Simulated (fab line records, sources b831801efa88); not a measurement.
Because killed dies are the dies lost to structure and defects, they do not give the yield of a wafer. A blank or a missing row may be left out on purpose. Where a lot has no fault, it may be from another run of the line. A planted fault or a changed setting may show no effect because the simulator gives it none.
Which tool is to blame? -- flow sfqLine -- 14 lots, 42 wafers sampled, at 5 steps of a route of 325

== WHAT THE GAUGES SHOWED, per wafer ==
No reading from a measuring or inspecting step in the record can be judged against a usual standard deviation.

== EACH LOT AND THE TOOL THAT RAN IT (in order: tool; ch and the chambers of the sampled wafers; start) ==
lot,SFQ_TRILAYER_I5_STRIP_STRIP_148,SFQ_TRILAYER_M6_BARC_OPEN_METAL_ETCH_206,SFQ_TRILAYER_I6_DEP_PECVD_165,SFQ_TRILAYER_I7_DEP_PECVD_183,SFQ_TRILAYER_I7_CMP_CMP_184
L701,"rieMetal-01 ch 0,1, day 55 11:34","rieMetal-01 ch 0,1, day 60 11:28","pecvd-04 ch 0,1,2, day 60 12:27","pecvd-03 ch 0,1,2, day 65 17:30","cmp-02 ch 2,3, day 65 18:02"
L704,"rieMetal-04 ch 0,1, day 55 19:46","rieMetal-01 ch 0,1, day 60 16:15","pecvd-01 ch 0,1,2, day 60 17:13","pecvd-04 ch 0,2, day 69 21:52","cmp-01 ch 0,1,2, day 69 22:26"
L703,"rieMetal-04 ch 0,1, day 55 22:22","rieMetal-02 ch 0,1, day 60 17:36","pecvd-04 ch 0,1, day 60 18:35","pecvd-02 ch 0,1,2, day 70 00:34","cmp-01 ch 0,2, day 70 00:56"
L705,"rieMetal-04 ch 0,1, day 56 00:46","rieMetal-01 ch 0, day 60 18:49","pecvd-02 ch 0,1, day 60 20:34","pecvd-02 ch 0,2, day 70 02:58","cmp-02 ch 2,3, day 70 06:23"
L706,"rieMetal-01 ch 0,1, day 56 05:22","rieMetal-02 ch 0,1, day 60 19:59","pecvd-01 ch 0,1,2, day 60 20:56","pecvd-02 ch 1,2, day 70 05:22","cmp-02 ch 1,2,3, day 70 09:53"
L714,"rieMetal-01 ch 0,1, day 62 16:34","rieMetal-02 ch 0,1, day 68 08:54","pecvd-04 ch 0,1,2, day 68 09:52","pecvd-04 ch 0,1, day 76 11:11","cmp-01 ch 1,2,3, day 76 12:16"
L715,"rieMetal-04 ch 1, day 62 17:46","rieMetal-01 ch 0,1, day 68 10:06","pecvd-01 ch 0,2, day 68 11:04","pecvd-02 ch 0,1,2, day 76 13:10","cmp-02 ch 0,2, day 76 13:15"
L716,"rieMetal-04 ch 1, day 62 20:35","rieMetal-04 ch 0,1, day 68 11:18","pecvd-02 ch 0,1,2, day 68 12:16","pecvd-03 ch 0,1,2, day 76 13:34","cmp-01 ch 0,1,3, day 76 15:16"
L717,"rieMetal-03 ch 0,1, day 63 00:46","rieMetal-02 ch 0,1, day 68 12:31","pecvd-04 ch 0,1,2, day 68 13:30","pecvd-04 ch 0,1,2, day 76 16:01","cmp-01 ch 0,1, day 76 17:46"
L719,"rieMetal-04 ch 0,1, day 68 05:29","rieMetal-04 ch 0,1, day 70 00:03","pecvd-04 ch 0,1, day 70 01:01","pecvd-02 ch 0,1,2, day 77 17:19","cmp-02 ch 0,1,2, day 77 18:40"
L721,"rieMetal-01 ch 0, day 72 03:25","rieMetal-04 ch 0,1, day 72 12:58","pecvd-01 ch 1,2, day 72 13:56","pecvd-04 ch 0,1,2, day 78 01:44","cmp-01 ch 0,1,3, day 78 03:38"
L722,"rieMetal-04 ch 0,1, day 73 20:34","rieMetal-04 ch 0,1, day 74 12:47","pecvd-02 ch 0,1, day 74 13:44","pecvd-02 ch 1,2, day 78 08:55","cmp-01 ch 0,3, day 78 08:59"
L723,"rieMetal-01 ch 0,1, day 73 22:58","rieMetal-02 ch 1, day 74 14:01","pecvd-01 ch 0,1,2, day 74 15:44","pecvd-03 ch 0,1,2, day 78 13:42","cmp-02 ch 0,2,3, day 78 14:52"
L724,"rieMetal-01 ch 0,1, day 74 01:10","rieMetal-04 ch 1, day 74 15:11","pecvd-04 ch 0,1,2, day 74 16:55","pecvd-02 ch 1,2, day 78 14:54","cmp-01 ch 0,3, day 78 15:40"
- SFQ_TRILAYER_I5_STRIP_STRIP_148: strips in O2.
- SFQ_TRILAYER_M6_BARC_OPEN_METAL_ETCH_206: etches BARC in O2, target depth 125 nm, time 41.7 s.
- SFQ_TRILAYER_I6_DEP_PECVD_165: deposits SiO2 from SiH4/N2O, time 111.11 s, target thk 500 nm.
- SFQ_TRILAYER_I7_DEP_PECVD_183: deposits SiO2 from SiH4/N2O, time 111.11 s, target thk 500 nm.
- SFQ_TRILAYER_I7_CMP_CMP_184: polishes SiO2.

== WHAT THE TOOLS THEMSELVES READ (means of the sampled wafers that have a number; where no wafer has one, the mark that the record gives instead) ==
SFQ_TRILAYER_I5_STRIP_STRIP_148. Usual: drypumpMotorCurrentA 5.74 A, standard deviation 0.27; oesProductAu 1.005 a.u., standard deviation 0.0077.
lot,tool,drypumpMotorCurrentA (A),oesProductAu (a.u.),flag
L701,rieMetal-01,5.80,1.011,
L704,rieMetal-04,5.44,1.006,
L703,rieMetal-04,5.64,1.010,
L705,rieMetal-04,5.65,1.012,
L706,rieMetal-01,5.78,0.998,
L714,rieMetal-01,5.75,1.007,
L715,rieMetal-04,5.83,1.006,
L716,rieMetal-04,5.84,1.012,
L717,rieMetal-03,6.11,0.997,
L719,rieMetal-04,5.64,1.010,
L721,rieMetal-01,5.71,1.011,
L722,rieMetal-04,5.44,1.002,
L723,rieMetal-01,5.74,0.996,
L724,rieMetal-01,5.73,0.996,

SFQ_TRILAYER_M6_BARC_OPEN_METAL_ETCH_206. Usual: biasW 79.96 W, standard deviation 0.24; drypumpMotorCurrentA 5.9 A, standard deviation 0.37; oesProductAu 0.685 a.u., standard deviation 0.0046; rfFwdPowerW 593.4 W, standard deviation 2.2.
lot,tool,biasW (W),drypumpMotorCurrentA (A),oesProductAu (a.u.),rfFwdPowerW (W),flag
L701,rieMetal-01,79.81,5.8,0.687,593.8,
L704,rieMetal-01,80.15,5.8,0.686,593.9,
L703,rieMetal-02,79.75,6.3,0.687,594.3,
L705,rieMetal-01,79.97,5.7,0.684,596.0,
L706,rieMetal-02,79.63,6.3,0.685,596.0,
L714,rieMetal-02,80.01,6.3,0.687,594.7,
L715,rieMetal-01,80.18,5.8,0.683,594.1,
L716,rieMetal-04,80.07,5.4,0.683,591.7,
L717,rieMetal-02,79.92,6.3,0.689,593.3,
L719,rieMetal-04,80.07,5.5,0.687,591.8,
L721,rieMetal-04,79.94,5.6,0.685,591.4,
L722,rieMetal-04,79.85,5.4,0.683,593.1,
L723,rieMetal-02,80.07,6.2,0.684,592.0,
L724,rieMetal-04,79.83,5.8,0.682,592.6,

SFQ_TRILAYER_I6_DEP_PECVD_165. Usual: heaterPowerW 83 W, standard deviation 15; rfFwdPowerW 182.3 W, standard deviation 0.61; runLengthS 139.3 s, standard deviation 0.59; throttleValvePct 25.7 %, standard deviation 2.2.
lot,tool,heaterPowerW (W),rfFwdPowerW (W),runLengthS (s),throttleValvePct (%),flag
L701,pecvd-04,78,182.6,139.2,23.4,
L704,pecvd-01,91,182.5,139.3,26.8,
L703,pecvd-04,89,181.9,138.6,23.2,
L705,pecvd-02,94,182.6,139.7,28.3,
L706,pecvd-01,89,182.6,139.2,26.6,
L714,pecvd-04,82,181.8,139.4,23.9,
L715,pecvd-01,94,182.8,139.0,26.9,
L716,pecvd-02,71,182.0,139.5,27.2,
L717,pecvd-04,80,181.9,139.1,23.9,
L719,pecvd-04,80,181.9,138.7,24.2,
L721,pecvd-01,90,182.5,139.1,26.4,
L722,pecvd-02,87,181.5,139.4,22.9,
L723,pecvd-01,88,182.6,139.3,27.2,
L724,pecvd-04,80,181.7,139.3,24.2,

SFQ_TRILAYER_I7_DEP_PECVD_183. Usual: heaterPowerW 79 W, standard deviation 16; rfFwdPowerW 182.2 W, standard deviation 0.62; runLengthS 139.4 s, standard deviation 0.55; throttleValvePct 24.6 %, standard deviation 1.7.
lot,tool,heaterPowerW (W),rfFwdPowerW (W),runLengthS (s),throttleValvePct (%),flag
L701,pecvd-03,85,182.8,139.1,23.6,
L704,pecvd-04,77,182.7,139.3,23.4,
L703,pecvd-02,73,182.5,140.0,27.1,
L705,pecvd-02,54,182.4,132.7,25.6,OFF
L706,pecvd-02,64,181.9,132.0,27.2,OFF
L714,pecvd-04,86,181.8,138.9,24.9,
L715,pecvd-02,70,181.9,139.8,23.2,
L716,pecvd-03,80,182.9,139.1,24.3,
L717,pecvd-04,86,182.2,139.2,24.3,
L719,pecvd-02,73,182.0,139.5,23.4,
L721,pecvd-04,78,181.7,139.2,24.5,
L722,pecvd-02,81,182.0,139.6,23.5,
L723,pecvd-03,85,182.5,139.1,24.3,
L724,pecvd-02,80,182.0,139.4,23.5,

SFQ_TRILAYER_I7_CMP_CMP_184. Usual: motorCurrentA 10.0 A, standard deviation 1.1; platenRpm 60.00 rpm, standard deviation 0.042; timeToEndpointS 214 s, standard deviation 8.7.
lot,tool,motorCurrentA (A),platenRpm (rpm),timeToEndpointS (s),flag
L701,cmp-02,8.3,60.00,215,
L704,cmp-01,10.5,60.01,209,
L703,cmp-01,10.4,60.02,224,
L705,cmp-02,8.5,60.04,196,
L706,cmp-02,9.6,60.00,191,
L714,cmp-01,10.5,59.97,209,
L715,cmp-02,10.5,59.96,222,
L716,cmp-01,10.3,59.98,219,
L717,cmp-01,9.7,59.99,208,
L719,cmp-02,10.5,60.03,214,
L721,cmp-01,10.3,60.03,215,
L722,cmp-01,10.1,59.97,236,
L723,cmp-02,9.5,59.99,211,
L724,cmp-01,10.6,60.00,226,

== THE ANSWER, worked out from the rows above alone ==
Rule: a lot is off if the mean of its wafers that have a number lies more than 3 standard deviations from the usual mean. A lot without any number at a reading at which 4 lots or more have one is off too. Any other lot the step has rows for is counted as sound. Order of review: gauges by route order, followed by the tools' own readings, for which a lot's mean as printed above is used. At the first step where some lot is off, the reading lying furthest off is the one used; lots without a number count as furthest.
Off, at SFQ_TRILAYER_I7_DEP_PECVD_183 on runLengthS: L705, L706.
If a tool, at that step or one of the process steps before it, ran each lot that is off and ran no sound lot following the first of them, it fits. None of those tried fits.

== WHAT THE SIMULATOR PUT IN ==
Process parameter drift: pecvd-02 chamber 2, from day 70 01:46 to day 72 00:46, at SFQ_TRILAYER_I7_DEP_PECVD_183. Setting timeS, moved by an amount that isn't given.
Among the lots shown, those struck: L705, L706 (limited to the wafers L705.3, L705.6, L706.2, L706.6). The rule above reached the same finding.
